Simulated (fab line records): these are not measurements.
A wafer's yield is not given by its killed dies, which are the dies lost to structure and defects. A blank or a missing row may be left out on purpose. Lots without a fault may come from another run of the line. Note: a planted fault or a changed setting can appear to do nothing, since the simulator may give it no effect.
The same fault as seen by 2 desks | flow gf180mcu | only its own numbers are on each desk; what lay behind them is given at the end

METROLOGY DESK
What the gauges read, lot by lot, whatever tool the lot ran on: means of the sampled wafers that have a number. If a lot's mean is further than 4 standard deviations from the usual mean, the lot is out of limits and carries the mark OUT (the distance appears in the brackets).
Columns: A = CONTACT_W_RS at GF_CONTACT_RS_MEAS_25, usual 0.386 ohm/sq; B = M1_OVL at GF_M1_OVL_MEAS_15, usual 0 nm; C = V1_BOW at GF_V1_BOW_MEAS_05, usual 81 um
lot  | first seen here | A     | B  | C
L584 | day 16 05:18    | 0.386 | -2 | 79
L585 | day 16 15:42    | 0.382 | -1 | 81
L586 | day 16 20:22    | 0.387 | -3 | 82
L587 | day 17 07:30    | 0.381 | 5  | 76
L588 | day 17 12:19    | 0.389 | 5  | 79
L591 | day 18 17:11    | 0.393 | -5 | 90
L595 | day 20 07:41    | 0.392 | 2  | 74
L596 | day 20 17:46    | 0.381 | 7  | 86
L599 | day 21 22:41    | 0.383 | 1  | 91
L601 | day 22 14:38    | 0.395 | 10 | 90
L603 | day 23 00:43    | 0.384 | -4 | 85
L604 | day 23 04:56    | 0.381 | -6 | 77
L605 | day 23 14:56    | 0.383 | 8  | 82
This desk found nothing out of limits on any of the 13 lots.

DESK OF THE TOOL OWNER: rie metal-02
The tool's own readings at GF_M1_METAL_ETCH_16 (etches the open film in Cl2/BCl3, stops on SiO2, target depth 750.8 nm, time 125.1 s): means of the sampled wafers that have a number, for each lot that ran on this tool. If a lot's mean is further than 4 standard deviations from the usual mean, the lot is out of limits and carries the mark OUT (the distance appears in the brackets).
Columns: A = bias w at GF_M1_METAL_ETCH_16, usual 140.0 W; B = drypump motor current A at GF_M1_METAL_ETCH_16, usual 5.3 A; C = mfc cl2 sccm at GF_M1_METAL_ETCH_16, usual 79.97 sccm; D = oes product au at GF_M1_METAL_ETCH_16, usual 0.988 a.u.; E = throttle valve pct at GF_M1_METAL_ETCH_16, usual 28.230 %
lot  | first seen here | A               | B   | C     | D     | E
L584 | day 17 05:14    | 140.2           | 5.3 | 79.79 | 0.994 | 28.224
L585 | day 17 15:47    | 139.6           | 5.3 | 79.93 | 0.996 | 28.220
L586 | day 17 20:40    | 140.2           | 5.3 | 79.80 | 0.994 | 28.223
L591 | day 19 18:01    | 134.1 (-15) OUT | 5.3 | 80.18 | 0.991 | 28.222
L595 | day 21 08:19    | 134.3 (-14) OUT | 5.3 | 79.71 | 0.990 | 28.227
L601 | day 23 14:10    | 140.1           | 5.3 | 79.97 | 0.995 | 28.223
This desk finds L591, L595 out of limits, L591 being first, at day 19 18:01 (bias w at GF_M1_METAL_ETCH_16). In limits: L584, L585, L586, L601.

ALL TOGETHER
The tool owner's desk had the chance to raise an alarm at day 19 18:01 on L591, L595.
The metrology desk saw nothing out of limits.
The metrology desk has L591, L595 on record, within its limits.
GF_M1_METAL_ETCH_16 was run on rie metal-02 by each of the lots named.

WHAT HAD BEEN PUT IN BY THE SIMULATOR
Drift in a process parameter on rie metal-02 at GF_M1_METAL_ETCH_16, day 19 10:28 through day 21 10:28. From 140, the setting bias w moved by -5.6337. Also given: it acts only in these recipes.
Lots struck among those shown: L591, L595.
Time in hours from fault onset to the first out-of-limits reading at each desk: the tool owner's desk, 8.
